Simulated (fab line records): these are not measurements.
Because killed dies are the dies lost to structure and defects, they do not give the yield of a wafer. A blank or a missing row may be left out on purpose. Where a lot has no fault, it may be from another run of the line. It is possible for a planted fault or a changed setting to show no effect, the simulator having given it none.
Which tool is to blame? -- flow gf180mcu -- 14 lots, 42 wafers sampled, at 5 steps of a route of 602

## WHAT THE GAUGES READ, wafer by wafer
GF_POLY_GATE_OVL_MEAS_11.
lot,measured,on,POLY_GATE_OVL (nm)
L625,day 9 10:30,overlay-02,3 6 0
L626,day 9 15:23,overlay-01,6 2 5
L628,day 10 04:27,overlay-01,8 5 1
L629,day 10 08:50,overlay-02,-9 9 5
L630,day 10 18:43,overlay-01,-4 7 -5
L633,day 11 12:59,overlay-02,-2 -1 -7
L637,day 12 16:15,overlay-02,-6 -2 0
L638,day 13 03:53,overlay-01,1 -3 2
L639,day 13 06:48,overlay-02,-8 4 7
L642,day 14 04:05,overlay-02,5 3 -1
L644,day 14 20:28,overlay-02,7 7 -2
L646,day 15 10:40,overlay-01,2 4 5
L647,day 15 20:58,overlay-01,8 4 6
L648,day 16 01:11,overlay-01,14 2 -1

GF_POLY_GATE_THK_MEAS_17.
lot,measured,on,POLY_GATE_OXIDATION_THK (nm)
L625,day 9 12:02,filmMetro-02,4.07 4.10 4.03
L626,day 9 17:31,filmMetro-03,3.95 3.96 4.06
L628,day 10 05:59,filmMetro-02,3.99 4.00 3.96
L629,day 10 11:02,filmMetro-02,4.00 4.08 4.03
L630,day 10 20:15,filmMetro-04,4.05 4.09 4.11
L633,day 11 15:24,filmMetro-04,4.06 4.05 4.02
L637,day 12 17:48,filmMetro-04,4.03 4.07 4.05
L638,day 13 05:26,filmMetro-02,3.99 4.01 3.96
L639,day 13 09:58,filmMetro-03,4.05 4.02 4.00
L642,day 14 06:51,filmMetro-02,4.14 4.03 4.15
L644,day 14 22:20,filmMetro-04,4.15 4.07 4.03
L646,day 15 12:15,filmMetro-03,4.08 4.07 4.04
L647,day 15 23:40,filmMetro-03,4.02 3.98 3.93
L648,day 16 02:46,filmMetro-02,4.02 4.01 3.95

GF_HV_LDD_OVL_MEAS_08.
lot,measured,on,HV_LDD_OVL (nm)
L625,day 10 05:13,overlay-01,2.3 1.3 0.5
L626,day 10 11:10,overlay-02,-2.0 0.0 -1.2
L628,day 11 00:28,overlay-02,-0.1 1.4 -1.4
L629,day 11 05:27,overlay-02,-1.2 0.2 -3.1
L630,day 11 14:55,overlay-01,0.1 -0.6 -2.2
L633,day 12 10:21,overlay-01,-0.4 0.0 1.2
L637,day 13 13:46,overlay-02,-1.1 -2.2 -1.2
L638,day 14 02:30,overlay-01,-2.3 -2.0 -1.0
L639,day 14 06:46,overlay-02,-2.0 -2.0 -1.4
L642,day 15 04:04,overlay-01,-0.3 1.7 -1.3
L644,day 15 19:58,overlay-02,-93.5 -91.8 -92.9
L646,day 16 11:04,overlay-01,2.1 2.4 1.1
L647,day 16 22:10,overlay-02,1.5 -0.3 1.6
L648,day 17 01:30,overlay-02,-93.1 -94.6 -95.3

GF_HV_LDD_CD_MEAS_19: target cd 400 nm.
lot,measured,on,cdNm (nm)
L625,day 11 00:08,cdSem-02,400.6 403.2 403.6
L626,day 11 07:00,cdSem-02,399.7 398.9 401.4
L628,day 11 19:14,cdSem-01,399.9 402.3 400.7
L629,day 12 00:10,cdSem-01,400.0 401.8 399.9
L630,day 12 09:58,cdSem-01,401.0 398.1 399.5
L633,day 13 06:20,cdSem-01,401.5 400.6 399.8
L637,day 14 10:20,cdSem-02,399.6 400.6 398.9
L638,day 15 00:13,cdSem-02,400.2 401.7 400.7
L639,day 15 04:23,cdSem-02,398.3 396.2 398.3
L642,day 16 01:42,cdSem-01,398.5 399.7 401.8
L644,day 16 18:53,cdSem-02,400.2 400.8 401.0
L646,day 17 10:01,cdSem-01,401.4 402.8 401.8
L647,day 17 20:23,cdSem-01,396.6 399.2 399.5
L648,day 18 00:01,cdSem-02,398.5 399.7 399.0

## EACH LOT AND THE TOOL THAT RAN IT (in order: tool; ch and the chambers of the sampled wafers; start)
lot,GF_HV_LDD_EXPOSE_04
L625,"ilineStepper-01 ch 0, day 9 20:37"
L626,"ilineStepper-01 ch 0, day 10 02:14"
L628,"ilineStepper-01 ch 0, day 10 15:43"
L629,"ilineStepper-01 ch 0, day 10 19:52"
L630,"ilineStepper-02 ch 0, day 11 06:03"
L633,"ilineStepper-01 ch 0, day 12 00:44"
L637,"ilineStepper-01 ch 0, day 13 04:01"
L638,"ilineStepper-02 ch 0, day 13 15:23"
L639,"ilineStepper-02 ch 0, day 13 20:11"
L642,"ilineStepper-02 ch 0, day 14 17:28"
L644,"ilineStepper-02 ch 0, day 15 08:52"
L646,"ilineStepper-01 ch 0, day 15 23:53"
L647,"ilineStepper-01 ch 0, day 16 10:40"
L648,"ilineStepper-02 ch 0, day 16 13:47"
- GF_HV_LDD_EXPOSE_04: exposes mask Nplus LV AREA, target cd 400 nm.

## AS READ BY THE TOOLS THEMSELVES (means over the sampled wafers that have a number; for cases with no such wafer, the mark the record gives instead)
GF_HV_LDD_EXPOSE_04.
lot,tool,exposureDoseMJCm2
L625,ilineStepper-01,140.04
L626,ilineStepper-01,139.95
L628,ilineStepper-01,139.96
L629,ilineStepper-01,140.09
L630,ilineStepper-02,139.86
L633,ilineStepper-01,139.99
L637,ilineStepper-01,139.82
L638,ilineStepper-02,139.82
L639,ilineStepper-02,140.17
L642,ilineStepper-02,139.83
L644,ilineStepper-02,140.12
L646,ilineStepper-01,139.95
L647,ilineStepper-01,139.93
L648,ilineStepper-02,139.92

## THE ANSWER, worked out from the rows above alone
Rule: the usual values come from the lots themselves. Put in order of their means at a reading, lots are off if they are a third of the lots or fewer, leave a main group of 4 or more, and stand apart from it by a gap of 3 or more times the standard deviation of the main group's means; of several such gaps the widest counts. The tables above print the reading to a certain number of digits; a main group whose means all agree to those digits is not used. Also off: a lot with no number at a reading for which 4 or more lots have one. The other lots that the step has rows for count as sound. First the gauges in route order, then the tools' own readings, where a lot's mean is used as printed above. At the first step where some lot is off, the reading lying furthest off is the one used; lots without a number count as furthest.
Off: at GF_HV_LDD_OVL_MEAS_08 (HV_LDD_OVL), L644, L648. The main group: mean -0.3 nm, standard deviation 1.2.
If a tool, at a process step before that reading, ran all the lots that are off and no sound lot after the first of them, it fits. Those tools and the gauges at GF_HV_LDD_OVL_MEAS_08 are tried in the same way. One candidate fits, namely ilineStepper-02 at GF_HV_LDD_EXPOSE_04. A fault onset in the window from L642 (day 14 17:28, its last sound lot) to L644 (day 15 08:52, its first lot off) fits.

## WHAT THE SIMULATOR HAD PUT IN
Scanner matching overlay: ilineStepper-02, from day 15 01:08 on, at GF_HV_LDD_EXPOSE_04. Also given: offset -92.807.
Lots struck among those shown: L644, L648. This agrees with what the rule above found.
